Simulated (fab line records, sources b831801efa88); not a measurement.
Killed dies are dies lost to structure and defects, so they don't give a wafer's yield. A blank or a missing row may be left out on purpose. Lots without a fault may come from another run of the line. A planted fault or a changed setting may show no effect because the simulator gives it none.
Which tool did it? | flow sfq_line | 13 lots, 39 wafers sampled, at 2 steps of a route of 325

WHAT THE GAUGES READ, wafer by wafer
SFQ_M1_RS_MEAS_909: measures by four-point-probe.
lot  | measured     | on            | M1_NB_RS (ohm/sq)
L270 | day 15 03:50 | film_metro-01 | 0.891 0.891 0.887
L271 | day 15 19:27 | film_metro-03 | 0.886 0.881 0.877
L272 | day 15 23:03 | film_metro-01 | 0.906 0.899 0.904
L273 | day 16 05:13 | film_metro-04 | 0.878 0.878 0.874
L275 | day 18 01:45 | film_metro-03 | 0.896 0.893 0.887
L277 | day 18 19:36 | film_metro-03 | 0.896 0.899 0.888
L278 | day 19 09:40 | film_metro-03 | 0.880 0.876 0.880
L279 | day 19 20:35 | film_metro-03 | 0.879 0.876 0.882
L280 | day 20 02:37 | film_metro-04 | 0.884 0.881 0.882
L282 | day 20 17:31 | film_metro-01 | 0.895 0.901 0.901
L284 | day 22 04:55 | film_metro-04 | 0.886 0.890 0.887
L285 | day 22 11:34 | film_metro-03 | 0.884 0.557 0.876
L292 | day 26 20:29 | film_metro-03 | 0.887 0.889 0.893

WHICH TOOL RAN EACH LOT (tool, then ch and the chambers of the sampled wafers, then the start)
lot  | SFQ_TRILAYER_M1_DEP_SPUTTER_037
L270 | pvd_sputter-04, day 15 03:45
L271 | pvd_sputter-04, day 15 19:20
L272 | pvd_sputter-04, day 15 22:56
L273 | pvd_sputter-03, day 16 05:04
L275 | pvd_sputter-04, day 18 01:40
L277 | pvd_sputter-04, day 18 19:30
L278 | pvd_sputter-03, day 19 09:34
L279 | pvd_sputter-03, day 19 20:29
L280 | pvd_sputter-03, day 20 02:29
L282 | pvd_sputter-03, day 20 17:25
L284 | pvd_sputter-04, day 22 04:48
L285 | pvd_sputter-03, day 22 11:26
L292 | pvd_sputter-03, day 26 20:24
- SFQ_TRILAYER_M1_DEP_SPUTTER_037: material Nb, target thk 200 nm, time 133.3 s.

WHAT THE TOOLS THEMSELVES READ (means of the sampled wafers that have a number; where no wafer has one, the mark that the record gives instead)
SFQ_TRILAYER_M1_DEP_SPUTTER_037.
lot  | tool           | throttle_valve_pct (%)
L270 | pvd_sputter-04 | 30.0
L271 | pvd_sputter-04 | 30.7
L272 | pvd_sputter-04 | 29.4
L273 | pvd_sputter-03 | 29.3
L275 | pvd_sputter-04 | 29.5
L277 | pvd_sputter-04 | 29.6
L278 | pvd_sputter-03 | 29.4
L279 | pvd_sputter-03 | 29.1
L280 | pvd_sputter-03 | 29.8
L282 | pvd_sputter-03 | 29.3
L284 | pvd_sputter-04 | 29.8
L285 | pvd_sputter-03 | 29.3
L292 | pvd_sputter-03 | 29.6

THE ANSWER, worked out from the rows above alone
Rule: what is usual is taken from the lots themselves. Put in order of their means at a reading, lots are off if they are a third of the lots or fewer, leave a main group of 4 or more, and stand apart from it by a gap of 3 or more times the standard deviation of the main group's means; of several such gaps the widest counts. A main group whose means are all the same, to the digits that the tables above print for the reading, isn't used. A lot without any number at a reading at which 4 lots or more have one is off too. The other lots that the step has rows for count as sound. The gauges are gone through in route order, then the tools' own readings, and for those a lot's mean is taken as printed above. The first step at which some lot is off is used, and at that step the reading that is off furthest; a lot without a number counts as furthest.
Off: L285, at SFQ_M1_RS_MEAS_909 (M1_NB_RS). The main group: mean 0.888 ohm/sq, standard deviation 0.0081.
A tool fits if, at a process step before that reading, it ran every lot that is off, and no sound lot after the first of them. The gauges at SFQ_M1_RS_MEAS_909 are tried like those tools. None of those tried fits.

WHAT THE SIMULATOR HAD PUT IN
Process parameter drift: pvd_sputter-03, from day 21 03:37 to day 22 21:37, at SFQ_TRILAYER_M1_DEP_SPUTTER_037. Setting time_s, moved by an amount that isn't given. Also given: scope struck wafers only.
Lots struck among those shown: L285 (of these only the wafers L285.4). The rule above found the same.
